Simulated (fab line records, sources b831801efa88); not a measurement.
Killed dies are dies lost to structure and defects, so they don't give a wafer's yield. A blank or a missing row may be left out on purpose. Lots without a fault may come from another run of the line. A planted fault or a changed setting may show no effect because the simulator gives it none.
A struck lot beside a sound one | flow sky130 | 34 steps out of a route of 708
Sound: wafers L869.1, L869.2, L869.3. Struck: wafer L875.1. (L875.3 of the same lot was not struck and is left out.) The cause comes at the end.
At each step with rows: each side's tool, then ch and its chambers, then its first start. Under that, the readings that differ: sound wafers | struck wafers | difference of the means | sigmas: that difference in standard deviations of wafers without a fault.
alike: readings whose means differ by less than 2 such deviations, and words and numbers that are the same on both sides. not compared: withheld readings, readings that some wafer has no value for, bounds like >300 that may hide the same value, and numbers for which the record gives no deviation and whose values overlap.
The two part at a step that has a row with sigmas, a row that says differs or no value, or rows on one side only. Numbers that don't overlap but have no deviation are shown without sigmas and don't part them. A reading that every wafer of one side lacks parts them only if that side has two wafers or more.

first, 7 steps without rows for these wafers: SKY_METAL5_HMDS_08 (prime time 60 s); SKY_METAL5_COAT_09 (resist thk 1800 nm); SKY_METAL5_SOFTBAKE_10 (time 60 s); SKY_METAL5_EXPOSE_11 (exposes mask MM5, target cd 1600 nm); SKY_METAL5_PEB_12; SKY_METAL5_DEVELOP_13 (develop time 60 s); SKY_METAL5_DESCUM_14 (chemistry O2, time 11 s).
SKY_METAL5_METAL_ETCH_15: etches the open film in Cl2/BCl3, stops on SiO2, target depth 1260 nm, time 252 s.
  sound on rie_metal-02 ch 0,1, day 44 10:16; struck on rie_metal-04 ch 0, day 45 15:44
  alike: drypump_motor_current_A, mfc_cl2_sccm, oes_product_au, throttle_valve_pct
  not compared: rf_hours_counter_h
SKY_METAL5_STRIP_16: strips in O2/N2.
  sound on plasma_asher-03 ch 0,1, day 44 10:30; struck on plasma_asher-02 ch 0, day 45 15:58
  alike: drypump_motor_current_A, n2_flow_sccm, oes_product_au, strip_time_to_endpoint_s
  not compared: rf_hours_counter_h
then, 3 steps without rows for these wafers: SKY_METAL5_STRIP_17 (strips in post etch residue remover, time 1200 s); SKY_METAL5_CLEAN_18 (cleans in IPA, time 180 s); SKY_METAL5_CLEAN_19 (cleans in O3/DIW).
SKY_PASSIVATION_CVD_00: deposits SiO2, target thk 90 nm.
  sound on pecvd-03 ch 0,1,2, day 44 11:06; struck on pecvd-02 ch 2, day 45 16:33
  reading                                      | sound             | struck | difference | sigmas
  model.SiO2_of_PASSIVATION_CVD_00.thk_nm (nm) | 89.54 88.94 89.18 | 37.75  | -51.47     |
  alike: heater_power_w
SKY_PASSIVATION_THK_MEAS_01:
  sound on film_metro-04, day 44 11:07; struck on film_metro-04, day 45 16:55
  reading                     | sound          | struck | difference | sigmas
  PASSIVATION_CVD_00_THK (nm) | 89.5 88.9 89.2 | 37.7   | -51.5      | -47
  not compared: hold
SKY_PASSIVATION_CVD_02: deposits Si3N4, target thk 540 nm.
  sound on pecvd-02 ch 0,1,2, day 44 11:11; struck on pecvd-01 ch 2, day 45 19:30
  reading | sound | struck                   | difference                   | sigmas
  hold    | - - - | await_dispo/2.5h/release | no value on the sound wafers |
  alike: heater_power_w
SKY_PASSIVATION_THK_MEAS_03:
  sound on film_metro-04, day 44 11:24; struck on film_metro-03, day 45 19:44
  alike: PASSIVATION_CVD_02_THK
then, 7 steps without rows for these wafers: SKY_PASSIVATION_DEHYDRATE_04 (time 60 s); SKY_PASSIVATION_HMDS_05 (prime time 60 s); SKY_PASSIVATION_COAT_06 (resist thk 3000 nm); SKY_PASSIVATION_SOFTBAKE_07; SKY_PASSIVATION_EXPOSE_08 (exposes mask NSM, target cd 3000 nm); SKY_PASSIVATION_PEB_09; SKY_PASSIVATION_DEVELOP_10 (develop time 60 s).
SKY_PASSIVATION_ETCH_11: etches the open film in CF4/O2, stops on AlCu, target depth 725 nm, time 161.1 s.
  sound on rie_diel-02 ch 0,1,2, day 45 09:43; struck on rie_diel-02 ch 2, day 46 13:55
  reading                                 | sound             | struck | difference | sigmas
  oes_product_au (a.u.)                   | 0.976 0.978 0.968 | 0.929  | -0.045     | -7
  rf_hours_counter_h (h)                  | 21 20 12          | 23     | +5         |
  model.etch.depth_nm (nm)                | 702.5 704.2 693.2 | 643.5  | -56.5      |
  model.PASSIVATION.feature_depth_nm (nm) | 702.5 704.2 693.2 | 643.5  | -56.5      |
  alike: O2_flow_sccm, drypump_motor_current_A, throttle_valve_pct
SKY_PASSIVATION_STRIP_12: strips in O2/N2.
  sound on plasma_asher-02 ch 0,1, day 45 09:50; struck on plasma_asher-04 ch 1, day 46 14:02
  alike: drypump_motor_current_A, n2_flow_sccm, oes_product_au, strip_time_to_endpoint_s
  not compared: rf_hours_counter_h
then, 7 steps without rows for these wafers: SKY_PAD_OPEN_DEHYDRATE_00 (time 60 s); SKY_PAD_OPEN_HMDS_01 (prime time 60 s); SKY_PAD_OPEN_COAT_02 (resist thk 3000 nm); SKY_PAD_OPEN_SOFTBAKE_03; SKY_PAD_OPEN_EXPOSE_04 (exposes mask PDM, target cd 60000 nm); SKY_PAD_OPEN_PEB_05; SKY_PAD_OPEN_DEVELOP_06 (develop time 60 s).
SKY_PAD_OPEN_ETCH_07: etches the open film in CF4/O2, stops on AlCu, target depth 725 nm, time 161.1 s.
  sound on rie_diel-04 ch 0,1,2, day 46 06:53; struck on rie_diel-04 ch 2, day 47 10:53
  reading                              | sound             | struck | difference | sigmas
  oes_product_au (a.u.)                | 0.978 0.973 0.974 | 0.922  | -0.053     | -7
  rf_hours_counter_h (h)               | 29 17 15          | 30     | +10        |
  model.etch.depth_nm (nm)             | 702.5 704.2 700.1 | 643.5  | -58.8      |
  model.PAD_OPEN.feature_depth_nm (nm) | 702.5 704.2 700.1 | 643.5  | -58.8      |
  alike: O2_flow_sccm, drypump_motor_current_A, throttle_valve_pct
SKY_PAD_OPEN_STRIP_08: strips in O2/N2.
  sound on plasma_asher-01 ch 0,1, day 46 07:00; struck on plasma_asher-02 ch 1, day 47 11:00
  alike: drypump_motor_current_A, n2_flow_sccm, oes_product_au
  not compared: rf_hours_counter_h

WHERE THEY PART
First at SKY_PASSIVATION_THK_MEAS_01; last, within this record, at SKY_PAD_OPEN_ETCH_07. Later steps at which nothing parts them and some readings are alike: SKY_PAD_OPEN_STRIP_08.

WHY: what the simulator had put in
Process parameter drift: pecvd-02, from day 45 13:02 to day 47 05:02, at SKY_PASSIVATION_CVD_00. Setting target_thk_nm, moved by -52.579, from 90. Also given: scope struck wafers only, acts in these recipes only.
